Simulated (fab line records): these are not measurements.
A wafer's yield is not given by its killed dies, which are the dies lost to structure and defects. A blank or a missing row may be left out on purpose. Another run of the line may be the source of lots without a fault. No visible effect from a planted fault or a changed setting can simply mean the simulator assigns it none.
Which tool did it?	flow sky130	Sampling: 14 lots, 42 wafers, 4 of 708 route steps

## WHAT THE GAUGES SHOWED, per wafer
SKY_METAL3_OVL_MEAS_14.
lot	measured	on	METAL3_OVL (nm)
L670	day 38 22:26	overlay-02	8 -2 4
L671	day 38 23:52	overlay-01	3 4 11
L672	day 39 05:56	overlay-01	0 1 3
L673	day 39 16:34	overlay-02	1 -2 1
L676	day 40 07:53	overlay-01	7 10 7
L680	day 41 14:57	overlay-01	9 9 8
L684	day 43 18:41	overlay-01	3 1 4
L686	day 43 18:43	overlay-02	-4 -8 0
L688	day 43 21:24	overlay-02	17 9 14
L689	day 43 23:02	overlay-02	9 2 0
L690	day 44 02:57	overlay-02	3 -1 4
L691	day 44 20:32	overlay-02	3 -1 2
L692	day 44 23:45	overlay-01	2 -3 4
L693	day 45 06:52	overlay-02	5 16 4

SKY_VIA3_OVL_MEAS_13.
lot	measured	on	VIA3_OVL (nm)
L670	day 40 00:08	overlay-02	-1 9 -1
L671	day 40 01:59	overlay-01	-4 -4 -2
L672	day 40 07:26	overlay-02	14 1 4
L673	day 40 18:26	overlay-01	3 1 0
L676	day 41 09:52	overlay-02	-5 0 -7
L680	day 42 16:56	overlay-02	-5 0 0
L684	day 44 19:07	overlay-01	-14 -5 -10
L686	day 44 19:28	overlay-01	-2 9 -1
L688	day 44 21:26	overlay-02	-2 0 -9
L689	day 44 22:52	overlay-01	-3 -10 7
L690	day 45 02:41	overlay-02	-1 8 -3
L691	day 45 20:14	overlay-02	-13 -10 -4
L692	day 45 23:14	overlay-02	4 -1 1
L693	day 46 06:23	overlay-02	-1 -2 -5

## EACH LOT AND THE TOOL THAT RAN IT (in order: tool; ch and the chambers of the sampled wafers; start)
lot	SKY_METAL3_SPUTTER_02	SKY_VIA3_SOFTBAKE_08
L670	pvdSputter-02, day 36 18:28	lithoTrack-03 ch 0, day 39 12:00
L671	pvdSputter-04, day 36 20:05	lithoTrack-02 ch 0, day 39 13:00
L672	pvdSputter-04, day 37 01:32	lithoTrack-04 ch 0, day 39 19:00
L673	pvdSputter-04, day 37 12:26	lithoTrack-03 ch 0, day 40 06:00
L676	pvdSputter-03, day 38 05:02	lithoTrack-03 ch 0, day 40 20:00
L680	pvdSputter-03, day 39 12:48	lithoTrack-03 ch 0, day 42 04:00
L684	pvdSputter-04, day 41 18:02	lithoTrack-02 ch 0, day 44 07:00
L686	pvdSputter-04, day 41 18:20	lithoTrack-03 ch 0, day 44 07:00
L688	pvdSputter-04, day 41 20:53	lithoTrack-04 ch 0, day 44 10:00
L689	pvdSputter-04, day 41 23:46	lithoTrack-03 ch 0, day 44 12:00
L690	pvdSputter-02, day 42 04:05	lithoTrack-03 ch 0, day 44 16:00
L691	pvdSputter-02, day 42 20:23	lithoTrack-04 ch 0, day 45 08:00
L692	pvdSputter-04, day 43 01:43	lithoTrack-04 ch 0, day 45 13:00
L693	pvdSputter-03, day 43 09:26	lithoTrack-02 ch 0, day 45 20:00
- SKY_METAL3_SPUTTER_02: material AlCu, target thk 735 nm, time 39.1 s.
- SKY_VIA3_SOFTBAKE_08: time 90 s.

## WHAT THE TOOLS THEMSELVES READ (means of the sampled wafers that have a number; where no wafer has one, the mark that the record gives instead)
SKY_METAL3_SPUTTER_02.
lot	tool	throttleValvePct (%)
L670	pvdSputter-02	30.3
L671	pvdSputter-04	29.4
L672	pvdSputter-04	29.1
L673	pvdSputter-04	29.6
L676	pvdSputter-03	28.9
L680	pvdSputter-03	29.2
L684	pvdSputter-04	29.5
L686	pvdSputter-04	29.5
L688	pvdSputter-04	29.5
L689	pvdSputter-04	29.6
L690	pvdSputter-02	30.7
L691	pvdSputter-02	30.1
L692	pvdSputter-04	29.2
L693	pvdSputter-03	29.2

SKY_VIA3_SOFTBAKE_08.
lot	tool	exhaustPa (Pa)	heaterPowerTotalW (W)	plateTempC (C)
L670	lithoTrack-03	45.5	57.28	100.09
L671	lithoTrack-02	44.5	57.30	100.09
L672	lithoTrack-04	46.3	57.50	99.83
L673	lithoTrack-03	45.4	57.24	99.99
L676	lithoTrack-03	46.2	61.64	105.59
L680	lithoTrack-03	44.8	61.84	105.43
L684	lithoTrack-02	44.5	57.44	100.00
L686	lithoTrack-03	44.9	57.22	100.10
L688	lithoTrack-04	46.1	57.35	99.99
L689	lithoTrack-03	44.3	57.29	99.94
L690	lithoTrack-03	45.7	57.41	99.93
L691	lithoTrack-04	44.8	57.37	99.91
L692	lithoTrack-04	44.4	57.38	100.21
L693	lithoTrack-02	43.6	57.36	100.16

## THE ANSWER, worked out from the rows above alone
Rule: the usual values come from the lots themselves. The widest of any qualifying gaps counts: lots, ordered by their means at a reading, are off when they make up no more than a third of the lots, leave a main group of 4 or more, and stand apart from it by 3 or more times the standard deviation of that group's means. A main group is skipped when, at the precision printed for the reading in the tables above, its means are all equal. Also off: a lot with no number at a reading for which 4 or more lots have one. Any other lot the step has rows for is counted as sound. Order of review: gauges by route order, followed by the tools' own readings, for which a lot's mean as printed above is used. At the first step where some lot is off, the reading lying furthest off is the one used; lots without a number count as furthest.
Off: L676, L680, at SKY_VIA3_SOFTBAKE_08 (heaterPowerTotalW). The main group: mean 57.34 W, standard deviation 0.079.
A tool fits if, at that step or a process step before it, it ran every lot that is off, and no sound lot after the first of them. Of those tried, none fits.

## WHAT THE SIMULATOR PUT IN
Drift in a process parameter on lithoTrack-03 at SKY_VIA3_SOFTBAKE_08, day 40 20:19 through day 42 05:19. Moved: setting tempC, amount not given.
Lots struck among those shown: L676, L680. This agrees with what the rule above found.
